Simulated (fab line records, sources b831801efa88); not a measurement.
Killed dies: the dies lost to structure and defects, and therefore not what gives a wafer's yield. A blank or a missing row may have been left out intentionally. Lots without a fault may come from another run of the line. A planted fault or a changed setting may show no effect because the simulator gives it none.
Which of the tools did it? || flow sky130 || 39 wafers from 13 lots sampled at 5 of the route's 708 steps

== WHAT EACH GAUGE READ, for each wafer ==
SKY_FIELD_ISO_CD_MEAS_13: the cd target is 150 nm. Usual: cdNm reads 149.4 nm (standard deviation 1.7).
{"lot": "L404", "measured": "day 2 13:17", "on": "cdSem-01", "cdNm (nm)": "150.7 150.9 150.5", "flag": ""}
{"lot": "L405", "measured": "day 2 16:15", "on": "cdSem-02", "cdNm (nm)": "143.8 145.9 145.9", "flag": ""}
{"lot": "L406", "measured": "day 2 22:35", "on": "cdSem-01", "cdNm (nm)": "149.2 148.7 149.2", "flag": ""}
{"lot": "L407", "measured": "day 3 02:59", "on": "cdSem-02", "cdNm (nm)": "140.1 139.5 140.9", "flag": "OFF"}
{"lot": "L409", "measured": "day 3 12:05", "on": "cdSem-02", "cdNm (nm)": "150.2 149.2 148.0", "flag": ""}
{"lot": "L410", "measured": "day 3 17:46", "on": "cdSem-02", "cdNm (nm)": "152.5 151.1 152.6", "flag": ""}
{"lot": "L417", "measured": "day 5 05:19", "on": "cdSem-02", "cdNm (nm)": "150.3 149.4 149.6", "flag": ""}
{"lot": "L419", "measured": "day 5 14:47", "on": "cdSem-02", "cdNm (nm)": "150.7 149.8 150.7", "flag": ""}
{"lot": "L421", "measured": "day 6 06:27", "on": "cdSem-01", "cdNm (nm)": "149.2 149.0 149.0", "flag": ""}
{"lot": "L423", "measured": "day 6 14:59", "on": "cdSem-02", "cdNm (nm)": "149.4 148.5 148.8", "flag": ""}
{"lot": "L424", "measured": "day 6 17:22", "on": "cdSem-02", "cdNm (nm)": "149.7 149.0 150.8", "flag": ""}
{"lot": "L425", "measured": "day 6 23:08", "on": "cdSem-02", "cdNm (nm)": "148.2 149.9 149.4", "flag": ""}
{"lot": "L426", "measured": "day 7 04:38", "on": "cdSem-01", "cdNm (nm)": "149.3 149.5 148.4", "flag": ""}

SKY_PWDE_OVL_MEAS_07. Usual: for PWDE_OVL the level is 0.7 nm and the standard deviation is 1.7.
{"lot": "L404", "measured": "day 4 04:04", "on": "overlay-02", "PWDE_OVL (nm)": "1.9 0.0 1.2", "flag": ""}
{"lot": "L405", "measured": "day 4 08:38", "on": "overlay-02", "PWDE_OVL (nm)": "1.0 1.8 1.9", "flag": ""}
{"lot": "L406", "measured": "day 4 14:37", "on": "overlay-01", "PWDE_OVL (nm)": "1.3 0.7 2.0", "flag": ""}
{"lot": "L407", "measured": "day 4 19:22", "on": "overlay-01", "PWDE_OVL (nm)": "-0.8 -0.2 0.1", "flag": ""}
{"lot": "L409", "measured": "day 5 06:41", "on": "overlay-02", "PWDE_OVL (nm)": "3.5 2.9 3.4", "flag": ""}
{"lot": "L410", "measured": "day 5 09:40", "on": "overlay-01", "PWDE_OVL (nm)": "2.0 1.5 1.9", "flag": ""}
{"lot": "L417", "measured": "day 7 02:07", "on": "overlay-01", "PWDE_OVL (nm)": "0.0 -0.3 -1.3", "flag": ""}
{"lot": "L419", "measured": "day 7 14:22", "on": "overlay-01", "PWDE_OVL (nm)": "-0.9 -2.6 -2.9", "flag": ""}
{"lot": "L421", "measured": "day 8 05:28", "on": "overlay-01", "PWDE_OVL (nm)": "-2.5 -2.2 -2.9", "flag": ""}
{"lot": "L423", "measured": "day 8 13:19", "on": "overlay-01", "PWDE_OVL (nm)": "0.4 0.0 1.8", "flag": ""}
{"lot": "L424", "measured": "day 8 17:31", "on": "overlay-02", "PWDE_OVL (nm)": "0.8 2.1 2.8", "flag": ""}
{"lot": "L425", "measured": "day 8 22:31", "on": "overlay-02", "PWDE_OVL (nm)": "4.5 3.0 3.4", "flag": ""}
{"lot": "L426", "measured": "day 9 07:16", "on": "overlay-02", "PWDE_OVL (nm)": "1.0 0.0 -0.7", "flag": ""}

SKY_VT_ADJUST_HVTP_TW_MEAS_11. Usual: for VT_ADJUST_HVTP_TW the level is 1364 and the standard deviation is 10.
{"lot": "L404", "measured": "day 6 11:08", "on": "filmMetro-04", "VT_ADJUST_HVTP_TW": "1343 1349 1351", "flag": ""}
{"lot": "L405", "measured": "day 6 16:06", "on": "filmMetro-03", "VT_ADJUST_HVTP_TW": "1363 1364 1358", "flag": ""}
{"lot": "L406", "measured": "day 6 23:05", "on": "filmMetro-04", "VT_ADJUST_HVTP_TW": "1350 1352 1348", "flag": ""}
{"lot": "L407", "measured": "day 7 03:20", "on": "filmMetro-01", "VT_ADJUST_HVTP_TW": "1369 1376 1373", "flag": ""}
{"lot": "L409", "measured": "day 7 16:50", "on": "filmMetro-01", "VT_ADJUST_HVTP_TW": "1390 1379 1383", "flag": ""}
{"lot": "L410", "measured": "day 7 20:22", "on": "filmMetro-03", "VT_ADJUST_HVTP_TW": "1361 1359 1352", "flag": ""}
{"lot": "L417", "measured": "day 9 17:46", "on": "filmMetro-03", "VT_ADJUST_HVTP_TW": "1371 1370 1371", "flag": ""}
{"lot": "L419", "measured": "day 10 07:51", "on": "filmMetro-03", "VT_ADJUST_HVTP_TW": "1363 1371 1368", "flag": ""}
{"lot": "L421", "measured": "day 11 00:42", "on": "filmMetro-01", "VT_ADJUST_HVTP_TW": "1370 1371 1373", "flag": ""}
{"lot": "L423", "measured": "day 11 08:47", "on": "filmMetro-03", "VT_ADJUST_HVTP_TW": "1350 1347 1338", "flag": ""}
{"lot": "L424", "measured": "day 11 12:52", "on": "filmMetro-04", "VT_ADJUST_HVTP_TW": "1350 1357 1349", "flag": ""}
{"lot": "L425", "measured": "day 11 19:34", "on": "filmMetro-04", "VT_ADJUST_HVTP_TW": "1355 1348 1352", "flag": ""}
{"lot": "L426", "measured": "day 12 04:56", "on": "filmMetro-03", "VT_ADJUST_HVTP_TW": "1363 1358 1364", "flag": ""}

SKY_VT_ADJUST_LVTN_OVL_MEAS_07. Usual: for VT_ADJUST_LVTN_OVL the level is -1.2 nm and the standard deviation is 1.3.
{"lot": "L404", "measured": "day 7 06:16", "on": "overlay-02", "VT_ADJUST_LVTN_OVL (nm)": "-3.7 -1.5 -2.3", "flag": ""}
{"lot": "L405", "measured": "day 7 12:08", "on": "overlay-02", "VT_ADJUST_LVTN_OVL (nm)": "-1.6 -1.3 -1.8", "flag": ""}
{"lot": "L406", "measured": "day 7 19:02", "on": "overlay-02", "VT_ADJUST_LVTN_OVL (nm)": "-3.2 -2.3 -3.0", "flag": ""}
{"lot": "L407", "measured": "day 7 23:10", "on": "overlay-01", "VT_ADJUST_LVTN_OVL (nm)": "-0.5 -0.5 -1.3", "flag": ""}
{"lot": "L409", "measured": "day 8 13:08", "on": "overlay-02", "VT_ADJUST_LVTN_OVL (nm)": "-0.7 -1.7 0.4", "flag": ""}
{"lot": "L410", "measured": "day 8 17:38", "on": "overlay-01", "VT_ADJUST_LVTN_OVL (nm)": "-3.7 -2.2 -2.0", "flag": ""}
{"lot": "L417", "measured": "day 10 16:22", "on": "overlay-01", "VT_ADJUST_LVTN_OVL (nm)": "-0.6 -2.2 -1.9", "flag": ""}
{"lot": "L419", "measured": "day 11 06:25", "on": "overlay-01", "VT_ADJUST_LVTN_OVL (nm)": "-0.7 -3.3 -1.0", "flag": ""}
{"lot": "L421", "measured": "day 12 00:04", "on": "overlay-02", "VT_ADJUST_LVTN_OVL (nm)": "0.5 0.4 1.0", "flag": ""}
{"lot": "L423", "measured": "day 12 07:43", "on": "overlay-01", "VT_ADJUST_LVTN_OVL (nm)": "-2.9 -3.5 -1.6", "flag": ""}
{"lot": "L424", "measured": "day 12 12:14", "on": "overlay-02", "VT_ADJUST_LVTN_OVL (nm)": "0.9 1.3 -0.1", "flag": ""}
{"lot": "L425", "measured": "day 12 18:42", "on": "overlay-02", "VT_ADJUST_LVTN_OVL (nm)": "-1.3 0.1 -1.0", "flag": ""}
{"lot": "L426", "measured": "day 13 05:29", "on": "overlay-01", "VT_ADJUST_LVTN_OVL (nm)": "-1.6 -2.9 -3.2", "flag": ""}

== TOOL THAT RAN EACH LOT (tool first, then ch and the chambers of the sampled wafers, then the start) ==
{"lot": "L404", "SKY_FIELD_ISO_EXPOSE_10": "krfScanner-02 ch 0, day 2 05:41"}
{"lot": "L405", "SKY_FIELD_ISO_EXPOSE_10": "krfScanner-02 ch 0, day 2 08:23"}
{"lot": "L406", "SKY_FIELD_ISO_EXPOSE_10": "krfScanner-01 ch 0, day 2 15:13"}
{"lot": "L407", "SKY_FIELD_ISO_EXPOSE_10": "krfScanner-02 ch 0, day 2 19:14"}
{"lot": "L409", "SKY_FIELD_ISO_EXPOSE_10": "krfScanner-01 ch 0, day 3 03:56"}
{"lot": "L410", "SKY_FIELD_ISO_EXPOSE_10": "krfScanner-01 ch 0, day 3 10:10"}
{"lot": "L417", "SKY_FIELD_ISO_EXPOSE_10": "krfScanner-02 ch 0, day 4 21:07"}
{"lot": "L419", "SKY_FIELD_ISO_EXPOSE_10": "krfScanner-02 ch 0, day 5 06:23"}
{"lot": "L421", "SKY_FIELD_ISO_EXPOSE_10": "krfScanner-02 ch 0, day 5 21:25"}
{"lot": "L423", "SKY_FIELD_ISO_EXPOSE_10": "krfScanner-01 ch 0, day 6 05:14"}
{"lot": "L424", "SKY_FIELD_ISO_EXPOSE_10": "krfScanner-02 ch 0, day 6 07:59"}
{"lot": "L425", "SKY_FIELD_ISO_EXPOSE_10": "krfScanner-02 ch 0, day 6 12:53"}
{"lot": "L426", "SKY_FIELD_ISO_EXPOSE_10": "krfScanner-02 ch 0, day 6 19:01"}
- SKY_FIELD_ISO_EXPOSE_10: exposes mask FOM, target cd 150 nm.

== AS READ BY THE TOOLS THEMSELVES (means over the sampled wafers that have a number; for cases with no such wafer, the mark the record gives instead) ==
The record holds no such reading with a usual standard deviation.

== THE ANSWER, worked out from the rows above alone ==
Rule: a lot counts as off when the mean over its wafers that have a number is more than 3 standard deviations away from the usual mean. A lot without any number at a reading at which 4 lots or more have one is off too. All remaining lots with rows at the step are treated as sound. Order of review: gauges by route order, followed by the tools' own readings, for which a lot's mean as printed above is used. The first step at which some lot is off is used, and at that step the reading that is off furthest; a lot without a number counts as furthest.
Off at SKY_FIELD_ISO_CD_MEAS_13 (cdNm): L407.
A tool fits if, at a process step before that reading, it ran every lot that is off, and no sound lot after the first of them. Those tools and the gauges at SKY_FIELD_ISO_CD_MEAS_13 are tried in the same way. Not one of the candidates tried fits.

== WHAT WAS PUT IN BY THE SIMULATOR ==
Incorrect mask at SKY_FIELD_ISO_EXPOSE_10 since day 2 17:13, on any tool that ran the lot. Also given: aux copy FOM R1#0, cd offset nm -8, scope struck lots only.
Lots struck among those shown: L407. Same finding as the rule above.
